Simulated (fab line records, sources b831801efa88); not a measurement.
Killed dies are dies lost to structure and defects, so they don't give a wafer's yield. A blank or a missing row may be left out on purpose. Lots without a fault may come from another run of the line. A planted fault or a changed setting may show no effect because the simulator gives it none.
One fault seen from 2 desks | flow sky130 | each desk has only its own numbers; what lay behind them comes last

THE METROLOGY DESK
What the gauges read, lot by lot, whatever tool the lot ran on: means of the sampled wafers that have a number. A lot is out of limits, marked OUT, if its mean lies more than 4 standard deviations from the usual mean; the brackets give that distance.
Columns: A = FIELD_ISO_CVD_24_THK at SKY_FIELD_ISO_THK_MEAS_25, usual 593 nm; B = PWDE_RS at SKY_NWELL_RS_MEAS_31, usual 5277 ohm/sq; C = SONOS_ONO_CVD_02_THK at SKY_SONOS_ONO_THK_MEAS_03, usual 10.58 nm
lot  | first seen here | A   | B               | C
L102 | day 2 13:07     | 594 | 5268            | 10.40
L103 | day 2 19:13     | 592 | 5279            | 10.38
L105 | day 3 09:45     | 588 | 5407 (+8.7) OUT | 10.77
L107 | day 3 17:40     | 588 | 5439 (+11) OUT  | 10.52
L110 | day 4 10:42     | 590 | 5420 (+9.5) OUT | 10.78
L115 | day 5 09:03     | 601 | 5276            | 10.74
L118 | day 6 02:56     | 591 | 5258            | 10.59
L120 | day 6 13:18     | 593 | 5275            | 10.51
L121 | day 6 15:20     | 595 | 5261            | 10.63
L122 | day 6 19:41     | 600 | 5258            | 10.47
L123 | day 7 00:17     | 591 | 5267            | 10.60
L124 | day 7 10:44     | 583 | 5279            | 10.62
This desk's finding: out of limits on L105, L107, L110; first on L105, day 6 20:21 (PWDE_RS at SKY_NWELL_RS_MEAS_31). In limits: L102, L103, L115, L118, L120, L121, L122, L123, L124.

THE TOOL OWNER'S DESK: implanter-04
The tool's own readings at SKY_PWDE_IMPLANT_08: means of the sampled wafers that have a number, for each lot that ran on this tool. A lot is out of limits, marked OUT, if its mean lies more than 4 standard deviations from the usual mean; the brackets give that distance.
Columns: A = dose_ions_cm2 at SKY_PWDE_IMPLANT_08, usual 3.6e+12; B = faraday_current_uA at SKY_PWDE_IMPLANT_08, usual 20.3
lot  | first seen here | A                 | B
L102 | day 4 02:57     | 3.6e+12           | 20.2
L105 | day 5 06:04     | 3.5e+12 (-29) OUT | 19.5
L107 | day 5 10:00     | 3.5e+12 (-30) OUT | 19.6
L110 | day 6 06:24     | 3.5e+12 (-27) OUT | 19.8
This desk's finding: out of limits on L105, L107, L110; first on L105, day 5 06:04 (dose_ions_cm2 at SKY_PWDE_IMPLANT_08). In limits: L102.

PUT TOGETHER
The tool owner's desk could have raised an alarm at day 5 06:04, on L105, L107, L110.
The metrology desk could have raised an alarm at day 6 20:21, on L105, L107, L110.
Of the lots named, all ran SKY_PWDE_IMPLANT_08 on implanter-04.

WHAT THE SIMULATOR HAD PUT IN
Process parameter drift: implanter-04, from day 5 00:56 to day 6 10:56, at SKY_PWDE_IMPLANT_08. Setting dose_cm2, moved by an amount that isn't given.
Lots struck among those shown: L105, L107, L110.
Hours from the fault's start to each desk's first reading out of limits: the tool owner's desk, 5; the metrology desk, 43.
